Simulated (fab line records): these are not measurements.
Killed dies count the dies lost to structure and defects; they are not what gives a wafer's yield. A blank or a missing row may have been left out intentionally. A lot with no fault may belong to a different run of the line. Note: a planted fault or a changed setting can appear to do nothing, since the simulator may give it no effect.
A struck lot beside a sound one + flow gf180mcu + 28 out of 602 route steps
Sound: these wafers, L586.3, L586.4, L586.5. Wafers struck: L599.1, L599.4, L599.5. The cause is given at the end.
For every step that has rows: the tool of each side, followed by ch and its chambers, followed by its first start. Under that, the readings that differ: sound wafers + struck wafers + difference of the means + sigmas: that difference in standard deviations of wafers without a fault.
alike: words and numbers the same on both sides, and readings whose means are apart by under 2 such deviations; not compared: readings that were withheld, readings missing a value for some wafer, numbers with overlapping values and no deviation given by the record, and bounds like >300 which may hide the same value.
Wherever a step has rows on one side only, a row that says differs or no value, or a row with sigmas, the two part there. Non-overlapping numbers with no deviation appear without sigmas and do not part them. A reading missing from all wafers of one side parts the sides only when that side holds two or more wafers.

first, 3 steps without rows for these wafers: GF_M5_EXPOSE_04 (exposes mask Metal5, target cd 280 nm); GF_M5_PEB_05 (peb time 90 s); GF_M5_DEVELOP_06 (develop time 60 s).
GF_M5_CD_MEAS_07: the cd target is 280 nm.
  struck on cdSem-02, day 31 02:54; sound on cdSem-02, day 27 02:29
  alike: cdNm
GF_M5_OVL_MEAS_08:
  struck on overlay-01, day 31 03:01; sound on overlay-01, day 27 02:35
  alike: M5_OVL
GF_M5_ETCH_09: etches Si3N4 in CF4/O2, target depth 52 nm, time 11.6 s.
  sound on rieDiel-03 ch 1,2,3, day 27 02:37; struck on rieDiel-01 ch 0,2,3, day 31 03:03
  alike: drypumpMotorCurrentA, oesProductAu, throttleValvePct
  not compared: rfHoursCounterH
GF_M5_METAL_ETCH_10: etches the open film in Cl2/BCl3, stops on SiO2, target depth 627.5 nm, time 104.6 s.
  sound on rieMetal-01 ch 1, day 27 02:43; struck on rieMetal-04 ch 0,1, day 31 03:05
  alike: bcl3FlowSccm, drypumpMotorCurrentA, oesProductAu, throttleValvePct
  not compared: rfHoursCounterH
GF_M5_STRIP_11: strips in O2/N2.
  sound on plasmaAsher-03 ch 0,1, day 27 02:53; struck on plasmaAsher-01 ch 0,1, day 31 03:11
  alike: drypumpMotorCurrentA, heaterPowerW, oesProductAu, stripTimeToEndpointS
  not compared: rfHoursCounterH
then, 3 steps without rows for these wafers: GF_M5_STRIP_12 (strips in post etch residue remover, time 1200 s); GF_M5_CLEAN_13 (cleans in DIW); GF_V5_CVD_00 (deposits SiO2, target thk 300 nm, time 50 s).
GF_V5_THK_MEAS_01:
  struck on filmMetro-01, day 31 03:47; sound on filmMetro-02, day 27 03:28
  alike: V5_CVD_00_THK
GF_V5_CVD_02: deposits SiO2 from TEOS, target thk 1450 nm, time 163.28 s.
  sound on pecvd-03 ch 0,2, day 27 03:34; struck on pecvd-03 ch 0,2, day 31 03:50
  no value came back on the struck wafers for heaterPowerOuterW (W), heaterPowerW (W), timeS (s); on the sound wafers heaterPowerOuterW (W) reads 560 349 424
GF_V5_CMP_04: polishes SiO2.
  sound on cmp-01 ch 1,3, day 27 03:54; struck on cmp-02 ch 0,1,3, day 31 04:04
  alike: motorCurrentA
GF_V5_BOW_MEAS_05:
  struck on filmMetro-04, day 31 04:22; sound on filmMetro-02, day 27 04:14
| reading     | sound       | struck      | difference | sigmas |
|-------------|-------------|-------------|------------|--------|
| V5_BOW (um) | 145 155 156 | 108 102 104 | -47        | -5     |
then, 8 steps without rows for these wafers: GF_V5_DEHYDRATE_06 (time 60 s); GF_V5_HMDS_07 (prime time 60 s); GF_V5_COAT_08; GF_V5_COAT_09 (resist thk 1000 nm); GF_V5_SOFTBAKE_10 (time 60 s); GF_V5_EXPOSE_11 (exposes mask Via5, target cd 260 nm); GF_V5_PEB_12 (peb time 90 s); GF_V5_DEVELOP_13 (develop time 60 s).
GF_V5_CD_MEAS_14: the cd target is 260 nm.
  struck on cdSem-02, day 31 21:30; sound on cdSem-02, day 28 00:44
  alike: cdNm
GF_V5_OVL_MEAS_15:
  struck on overlay-01, day 31 21:37; sound on overlay-02, day 28 00:50
  alike: V5_OVL
GF_V5_ETCH_16: etches BARC in N2/H2.
  sound on rieDiel-04 ch 0,2,3, day 28 00:52; struck on rieDiel-02 ch 1,2, day 31 21:40
  alike: drypumpMotorCurrentA, oesProductAu, throttleValvePct
GF_V5_ETCH_17: etches SiO2 in C4F8/O2/Ar, stops on TiN, target depth 855 nm.
  sound on rieDiel-04 ch 0,2,3; struck on rieDiel-02 ch 1,2
| reading                      | sound             | struck            | difference | sigmas |
|------------------------------|-------------------|-------------------|------------|--------|
| oesProductAu (a.u.)          | 0.857 0.863 0.866 | 0.555 0.545 0.543 | -0.314     | -68    |
| model.V5.featureDepthNm (nm) | 854.6 854.9 854.7 | 296 297.1 299.7   | -557       |        |
| model.etch.depthNm (nm)      | 854.6 854.9 854.7 | 296 297.1 299.7   | -557       |        |
then, 1 step without rows for these wafers: GF_V5_STRIP_18 (strips in O2/N2).

WHERE THEY PART
At GF_V5_CVD_02 first; at GF_V5_ETCH_17 last (within this record only).

WHY: whatever the simulator had introduced
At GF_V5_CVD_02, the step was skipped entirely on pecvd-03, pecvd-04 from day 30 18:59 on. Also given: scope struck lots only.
